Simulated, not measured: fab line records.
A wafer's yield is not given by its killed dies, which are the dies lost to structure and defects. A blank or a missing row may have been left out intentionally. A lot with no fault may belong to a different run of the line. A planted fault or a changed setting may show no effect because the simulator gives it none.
8D (eight disciplines) problem report, filled in by code / flow gf180mcu / the parts of the form that need people (team, actions taken, sign-off) are left out

1. WHAT WENT WRONG
Wafers without a fault read 260.3 nm, standard deviation 1.1; cdNm at GF_V5_CD_MEAS_14 reads a mean of 253.3 nm on 9 wafers belonging to 3 lots. Relative to the usual mean, that is a shift of -6.4 standard deviations.
The step: target cd 260 nm.
Earliest sighting: wafer L405.1 on cdSem-02 at day 31 16:20. At this step, 33 wafers from 11 lots have a number in the record. Rule for "out" (also "out of limits"): further than 4 standard deviations from the usual mean. The rest of the wafers with a number are treated as sound.

2. WHAT IT IS; WHAT IT IS NOT
question=which readings at this step | is=cdNm | is not=-
question=which lots | is=L405, L408, L410 | is not=L391, L392, L397, L398, L399, L404, L409, L411
question=which wafers of those lots | is=all that have a number | is not=-
question=read on which gauges | is=cdSem-02 | is not=cdSem-01
question=when | is=from day 31 16:20 | is not=up to then (15 sound wafers); but 9 sound wafers of L404, L409, L411 came after

3. THE SUSPECTS, EACH WITH WHAT RULES IT OUT
Counting: a tool at any process step up to the reading remains a suspect when it ran all the lots that are out and ran no sound lot after the first of those.
- the gauge at GF_V5_CD_MEAS_14: ruled out. All the wafers that are out were read on cdSem-02, but those of them that GF_V5_EXPOSE_11 has rows for are out there too, on other tools.
- rieMetal-02 at GF_MIM_METAL_ETCH_19 (etches the open film in Cl2/BCl3, stops on Si3N4, target depth 324.5 nm, time 54.1 s): ruled out as a lasting fault. After its first lot that is out, L405 (day 30 03:18), sound lots L404, L409 ran on it.
- krfScanner-02 at GF_V5_EXPOSE_11 (exposes mask Via5, target cd 260 nm): kept. It processed each lot that is out, first L405 at day 31 07:59, and no sound lot thereafter; up to then, the last sound lot it processed was L399 at day 29 23:24. Its own exposureDoseMJCm2 readings are out on those wafers.
After counting, what remains is krfScanner-02 at GF_V5_EXPOSE_11.

4. THE CAUSE (what the simulator had put in)
Process parameters drifting: krfScanner-02 at GF_V5_EXPOSE_11, beginning at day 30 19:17. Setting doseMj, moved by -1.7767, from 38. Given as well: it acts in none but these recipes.
Counting left only this tool.

5. SEQUENCE OF EFFECTS, ordered by route
One row per reading whose mean, taken over the struck wafers that have a number, lies over 3 standard deviations from the usual. Only readings whose record carries a usual standard deviation are examined. hours: median over the lots of the time between each lot's start at the first step of this table that gives one and its start at this step. sigmas: the change, counted in usual standard deviations.
hours=0; step=GF_V5_EXPOSE_11; reading=exposureDoseMJCm2; usual=38.00; on struck wafers=36.50; change=-1.50; sigmas=-40
hours=8; step=GF_V5_CD_MEAS_14; reading=cdNm; usual=260.3 nm; on struck wafers=253.3; change=-7.0; sigmas=-6.4
Its process steps:
- GF_V5_EXPOSE_11: exposes mask Via5, target cd 260 nm.

6. HOW IT WOULD HAVE BEEN CAUGHT EARLIER
In this record the first reading out of limits at a measuring or inspecting step was taken at day 31 16:20, 21 hours after the fault began at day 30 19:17.
At GF_V5_EXPOSE_11, the tool's own readings (exposureDoseMJCm2) were out on each struck wafer the step has a row for, so an alarm limit on them would have fired on the first such wafer.
L408, L410, from the lots that are out (3), started GF_V5_EXPOSE_11 on krfScanner-02 later than day 31 16:20. A hold on the tool at that time would have spared those 2.
